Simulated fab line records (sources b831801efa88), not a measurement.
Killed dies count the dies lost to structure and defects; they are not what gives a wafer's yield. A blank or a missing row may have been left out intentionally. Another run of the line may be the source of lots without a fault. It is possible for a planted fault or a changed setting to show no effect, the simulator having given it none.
Commonality check across tools + flow gf180mcu + Sampled: 14 lots, 42 wafers

WHY THIS WAS OPENED
2 of 14 lots carry a flag on the reading PSD_TW at GF_PSD_TW_MEAS_11. Fault-free wafers read 3157, with a standard deviation of 28.
Rule: flag the lot when none of its wafers has a number, or when each of its wafers that has one lies beyond 4 standard deviations from that mean. All remaining lots are regarded as sound.

| lot  | measured     | on           | PSD_TW, wafer by wafer | flag    |
|------|--------------|--------------|------------------------|---------|
| L898 | day 14 12:05 | filmMetro-03 | 3121 3141 3136         |         |
| L900 | day 14 23:35 | filmMetro-04 | 3154 3148 3149         |         |
| L901 | day 15 08:49 | filmMetro-02 | 3202 3204 3170         |         |
| L902 | day 15 12:58 | filmMetro-03 | 3139 3132 3137         |         |
| L904 | day 16 07:50 | filmMetro-03 | 3153 3153 3148         |         |
| L906 | day 16 23:32 | filmMetro-03 | 3148 3145 3135         |         |
| L907 | day 17 03:46 | filmMetro-02 | 3163 3176 3158         |         |
| L913 | day 19 13:46 | filmMetro-03 | 3108 3115 3106         |         |
| L914 | day 20 00:05 | filmMetro-03 | 30 30 30               | FLAGGED |
| L915 | day 20 13:43 | filmMetro-02 | 30 30 30               | FLAGGED |
| L918 | day 21 13:26 | filmMetro-03 | 3146 3133 3127         |         |
| L919 | day 21 23:05 | filmMetro-03 | 3132 3131 3128         |         |
| L920 | day 22 01:23 | filmMetro-02 | 3198 3183 3209         |         |
| L921 | day 22 12:38 | filmMetro-02 | 3193 3195 3194         |         |
Flagged lots average 30: -3127 relative to the usual, that is -99 or more standard deviations.

TOOL THAT RAN EACH LOT
The record holds 2 process steps before the reading, out of a route of 602 steps. Read each cell as the tool, then ch plus the chambers that the sampled wafers visited, then the start.
| lot  | flag    | GF_NSD_STRIP_11                     | GF_PSD_STRIP_10                     |
|------|---------|-------------------------------------|-------------------------------------|
| L898 |         | plasmaAsher-03 ch 0,1, day 13 15:59 | plasmaAsher-01 ch 0,1, day 14 11:59 |
| L900 |         | plasmaAsher-04 ch 0,1, day 14 02:31 | plasmaAsher-02 ch 0,1, day 14 23:29 |
| L901 |         | plasmaAsher-03 ch 0,1, day 14 11:21 | plasmaAsher-02 ch 0,1, day 15 08:43 |
| L902 |         | plasmaAsher-04 ch 0,1, day 14 15:40 | plasmaAsher-02 ch 0,1, day 15 12:52 |
| L904 |         | plasmaAsher-02 ch 0,1, day 15 09:27 | plasmaAsher-02 ch 0,1, day 16 07:45 |
| L906 |         | plasmaAsher-04 ch 0,1, day 16 00:36 | plasmaAsher-03 ch 0,1, day 16 23:26 |
| L907 |         | plasmaAsher-04 ch 1, day 16 04:20   | plasmaAsher-01 ch 0,1, day 17 03:40 |
| L913 |         | plasmaAsher-02 ch 0,1, day 18 13:01 | plasmaAsher-01 ch 0,1, day 19 13:40 |
| L914 | FLAGGED | plasmaAsher-02 ch 0,1, day 18 23:06 | plasmaAsher-02 ch 0,1, day 19 23:59 |
| L915 | FLAGGED | plasmaAsher-03 ch 0,1, day 19 12:57 | plasmaAsher-01 ch 0,1, day 20 13:37 |
| L918 |         | plasmaAsher-03 ch 0,1, day 20 13:25 | plasmaAsher-03 ch 0,1, day 21 13:20 |
| L919 |         | plasmaAsher-03 ch 0,1, day 20 23:00 | plasmaAsher-03 ch 0,1, day 21 22:59 |
| L920 |         | plasmaAsher-02 ch 0,1, day 21 01:50 | plasmaAsher-03 ch 0,1, day 22 01:17 |
| L921 |         | plasmaAsher-04 ch 0,1, day 21 13:08 | plasmaAsher-01 ch 0,1, day 22 12:32 |
These steps, and what they do:
- GF_NSD_STRIP_11: strips in O2/N2.
- GF_PSD_STRIP_10: strips in O2/N2.
- GF_PSD_TW_MEAS_11

FLAGGED OVER TOTAL, TOOL BY TOOL (the gauges that took the reading come last)
| step              | tool           | lots run | flagged | share of the flagged lots | sound lots run after its first flagged lot |
|-------------------|----------------|----------|---------|---------------------------|--------------------------------------------|
| GF_NSD_STRIP_11   | plasmaAsher-02 | 4        | 1       | some                      | 1 (L920)                                   |
| GF_NSD_STRIP_11   | plasmaAsher-03 | 5        | 1       | some                      | 2 (L918,L919)                              |
| GF_NSD_STRIP_11   | plasmaAsher-04 | 5        | 0       | none                      | -                                          |
| GF_PSD_STRIP_10   | plasmaAsher-01 | 5        | 1       | some                      | 1 (L921)                                   |
| GF_PSD_STRIP_10   | plasmaAsher-02 | 5        | 1       | some                      | 0                                          |
| GF_PSD_STRIP_10   | plasmaAsher-03 | 4        | 0       | none                      | -                                          |
| GF_PSD_TW_MEAS_11 | filmMetro-02   | 5        | 1       | some                      | 2 (L920,L921)                              |
| GF_PSD_TW_MEAS_11 | filmMetro-03   | 8        | 1       | some                      | 2 (L918,L919)                              |
| GF_PSD_TW_MEAS_11 | filmMetro-04   | 1        | 0       | none                      | -                                          |

THE TABLE: WHAT IT ALLOWS
No row of the table ran every flagged lot.

WHAT HAD BEEN PUT IN BY THE SIMULATOR
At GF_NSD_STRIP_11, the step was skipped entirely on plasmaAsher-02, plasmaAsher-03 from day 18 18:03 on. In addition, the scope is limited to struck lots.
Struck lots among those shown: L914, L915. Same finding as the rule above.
